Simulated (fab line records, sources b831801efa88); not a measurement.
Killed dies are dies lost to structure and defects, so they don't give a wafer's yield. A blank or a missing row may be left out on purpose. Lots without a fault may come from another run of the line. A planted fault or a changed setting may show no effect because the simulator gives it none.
Which tool did it? | flow gf180mcu | 13 lots, 39 wafers sampled, at 5 steps of a route of 602

WHAT THE GAUGES READ, wafer by wafer
GF_STI_THK_MEAS_02.
lot  | measured    | on            | STI_OXIDATION_THK (nm)
L141 | day 1 16:31 | film_metro-04 | 10.07 9.99 9.94
L144 | day 2 08:14 | film_metro-03 | 10.07 9.97 9.98
L145 | day 2 13:20 | film_metro-03 | 9.83 9.87 9.74
L146 | day 2 18:48 | film_metro-02 | 9.79 9.75 9.94
L147 | day 2 22:31 | film_metro-04 | 9.86 10.05 9.86
L149 | day 3 08:31 | film_metro-04 | 9.51 9.63 9.70
L150 | day 3 14:37 | film_metro-03 | 9.91 10.03 10.00
L151 | day 3 19:47 | film_metro-04 | 9.86 9.87 9.93
L153 | day 4 07:03 | film_metro-04 | 9.91 9.86 10.05
L154 | day 4 09:58 | film_metro-03 | 9.65 9.71 9.84
L159 | day 5 10:31 | film_metro-04 | 13.43 13.48 13.62
L160 | day 5 15:31 | film_metro-04 | 12.99 12.92 13.20
L163 | day 6 06:51 | film_metro-02 | 9.93 9.84 9.70

GF_POLY_GATE_THK_MEAS_01.
lot  | measured     | on            | POLY_GATE_CVD_00_THK (nm)
L141 | day 8 22:05  | film_metro-04 | 197.8 199.4 199.3
L144 | day 9 21:28  | film_metro-04 | 200.2 202.7 201.6
L145 | day 10 07:05 | film_metro-04 | 197.8 196.4 196.3
L146 | day 10 17:17 | film_metro-01 | 197.1 197.6 197.0
L147 | day 11 07:04 | film_metro-04 | 203.2 202.8 202.0
L149 | day 11 11:14 | film_metro-04 | 198.5 197.3 197.9
L150 | day 11 17:56 | film_metro-01 | 203.5 200.5 199.9
L151 | day 11 19:55 | film_metro-01 | 200.5 202.8 202.2
L153 | day 12 13:54 | film_metro-01 | 199.2 201.3 200.5
L154 | day 12 16:50 | film_metro-01 | 200.6 200.7 200.0
L159 | day 14 08:02 | film_metro-02 | 200.4 200.9 202.1
L160 | day 14 08:02 | film_metro-04 | 200.3 203.3 199.3
L163 | day 15 08:40 | film_metro-02 | 202.3 202.7 200.8

WHICH TOOL RAN EACH LOT (tool, then ch and the chambers of the sampled wafers, then the start)
lot  | GF_STI_OXIDATION_01          | GF_DNWELL_STRIP_08                  | GF_MVSD_STRIP_10
L141 | furnace-01 ch 0, day 1 15:07 | plasma_asher-03 ch 0,1, day 3 00:28 | plasma_asher-03 ch 0,1, day 4 17:13
L144 | furnace-01 ch 0, day 2 06:50 | plasma_asher-03 ch 0,1, day 3 17:50 | plasma_asher-01 ch 0,1, day 5 11:58
L145 | furnace-02 ch 0, day 2 11:57 | plasma_asher-02 ch 0,1, day 3 23:07 | plasma_asher-03 ch 0,1, day 5 18:28
L146 | furnace-01 ch 0, day 2 17:25 | plasma_asher-02 ch 0,1, day 4 05:28 | plasma_asher-03 ch 0,1, day 6 01:38
L147 | furnace-01 ch 0, day 2 21:07 | plasma_asher-03 ch 0,1, day 4 10:28 | plasma_asher-01 ch 0,1, day 6 07:52
L149 | furnace-02 ch 0, day 3 07:07 | plasma_asher-03 ch 0,1, day 4 22:05 | plasma_asher-03 ch 0,1, day 6 20:13
L150 | furnace-01 ch 0, day 3 13:13 | plasma_asher-03 ch 0,1, day 5 01:52 | plasma_asher-04 ch 0,1, day 7 00:46
L151 | furnace-01 ch 0, day 3 18:23 | plasma_asher-02 ch 0,1, day 5 06:37 | plasma_asher-04 ch 0,1, day 7 04:53
L153 | furnace-02 ch 0, day 4 05:38 | plasma_asher-03 ch 0,1, day 5 18:42 | plasma_asher-04 ch 0,1, day 7 17:05
L154 | furnace-02 ch 0, day 4 08:32 | plasma_asher-01 ch 0,1, day 5 22:11 | plasma_asher-01 ch 0,1, day 7 22:58
L159 | furnace-02 ch 0, day 5 09:07 | plasma_asher-03 ch 0,1, day 6 23:34 | plasma_asher-01 ch 0, day 9 01:25
L160 | furnace-02 ch 0, day 5 14:07 | plasma_asher-02 ch 0,1, day 7 05:28 | plasma_asher-04 ch 0,1, day 9 08:32
L163 | furnace-01 ch 0, day 6 05:26 | plasma_asher-01 ch 0,1, day 7 22:04 | plasma_asher-03 ch 1, day 10 02:25
- GF_STI_OXIDATION_01: stabilise 600 s, purge 300 s, target thk 10 nm.
- GF_DNWELL_STRIP_08: strips in O2/N2.
- GF_MVSD_STRIP_10: strips in O2/N2.

WHAT THE TOOLS THEMSELVES READ (means of the sampled wafers that have a number; where no wafer has one, the mark that the record gives instead)
GF_DNWELL_STRIP_08.
lot  | tool            | drypump_motor_current_A (A) | heater_power_w (W) | oes_product_au (a.u.) | platen_temp_c (C) | strip_time_to_endpoint_s (s)
L141 | plasma_asher-03 | 6.0                         | 344                | 0.721                 | 249.89            | 37.06
L144 | plasma_asher-03 | 6.3                         | 327                | 0.724                 | 249.99            | 37.01
L145 | plasma_asher-02 | 6.0                         | 301                | 0.724                 | 249.94            | 37.05
L146 | plasma_asher-02 | 6.3                         | 289                | 0.722                 | 249.96            | 36.93
L147 | plasma_asher-03 | 6.3                         | 331                | 0.723                 | 249.96            | 36.97
L149 | plasma_asher-03 | 6.3                         | 321                | 0.721                 | 250.11            | 36.98
L150 | plasma_asher-03 | 6.0                         | 344                | 0.721                 | 249.86            | 37.03
L151 | plasma_asher-02 | 6.0                         | 298                | 0.723                 | 249.99            | 37.01
L153 | plasma_asher-03 | 6.0                         | 347                | 0.721                 | 249.86            | 36.95
L154 | plasma_asher-01 | 6.1                         | 359                | 0.720                 | 249.86            | 36.84
L159 | plasma_asher-03 | 6.0                         | 343                | 0.725                 | 249.87            | 36.81
L160 | plasma_asher-02 | 6.3                         | 288                | 0.725                 | 250.05            | 36.82
L163 | plasma_asher-01 | 5.7                         | 336                | 0.724                 | 249.92            | 37.22

GF_MVSD_STRIP_10.
lot  | tool            | drypump_motor_current_A (A) | heater_power_w (W) | oes_product_au (a.u.) | platen_temp_c (C) | strip_time_to_endpoint_s (s)
L141 | plasma_asher-03 | 6.3                         | 329                | 0.718                 | 250.10            | 36.89
L144 | plasma_asher-01 | 5.7                         | 344                | 0.719                 | 249.98            | 36.79
L145 | plasma_asher-03 | 6.0                         | 350                | 0.722                 | 250.23            | 36.86
L146 | plasma_asher-03 | 6.3                         | 322                | 0.719                 | 250.01            | 37.02
L147 | plasma_asher-01 | 5.7                         | 341                | 0.719                 | 249.97            | 36.82
L149 | plasma_asher-03 | 6.0                         | 344                | 0.718                 | 249.96            | 36.90
L150 | plasma_asher-04 | 5.9                         | 347                | 0.720                 | 250.24            | 37.06
L151 | plasma_asher-04 | 6.0                         | 340                | 0.720                 | 249.94            | 37.01
L153 | plasma_asher-04 | 5.9                         | 344                | 0.719                 | 249.99            | 36.89
L154 | plasma_asher-01 | 5.7                         | 340                | 0.720                 | 249.88            | 37.01
L159 | plasma_asher-01 | 5.3                         | 328                | 0.725                 | 249.94            | 36.93
L160 | plasma_asher-04 | 6.0                         | 341                | 0.721                 | 250.08            | 36.91
L163 | plasma_asher-03 | 5.7                         | 371                | 0.720                 | 249.99            | 36.81

THE ANSWER, worked out from the rows above alone
Rule: what is usual is taken from the lots themselves. Put in order of their means at a reading, lots are off if they are a third of the lots or fewer, leave a main group of 4 or more, and stand apart from it by a gap of 3 or more times the standard deviation of the main group's means; of several such gaps the widest counts. A main group whose means are all the same, to the digits that the tables above print for the reading, isn't used. A lot without any number at a reading at which 4 lots or more have one is off too. The other lots that the step has rows for count as sound. The gauges are gone through in route order, then the tools' own readings, and for those a lot's mean is taken as printed above. The first step at which some lot is off is used, and at that step the reading that is off furthest; a lot without a number counts as furthest.
Off: L159, L160, at GF_STI_THK_MEAS_02 (STI_OXIDATION_THK). The main group: mean 9.87 nm, standard deviation 0.12.
A tool fits if, at a process step before that reading, it ran every lot that is off, and no sound lot after the first of them. The gauges at GF_STI_THK_MEAS_02 are tried like those tools. Can't be told from this: 2 tools fit, furnace-02 at GF_STI_OXIDATION_01, film_metro-04 at GF_STI_THK_MEAS_02.

WHAT THE SIMULATOR HAD PUT IN
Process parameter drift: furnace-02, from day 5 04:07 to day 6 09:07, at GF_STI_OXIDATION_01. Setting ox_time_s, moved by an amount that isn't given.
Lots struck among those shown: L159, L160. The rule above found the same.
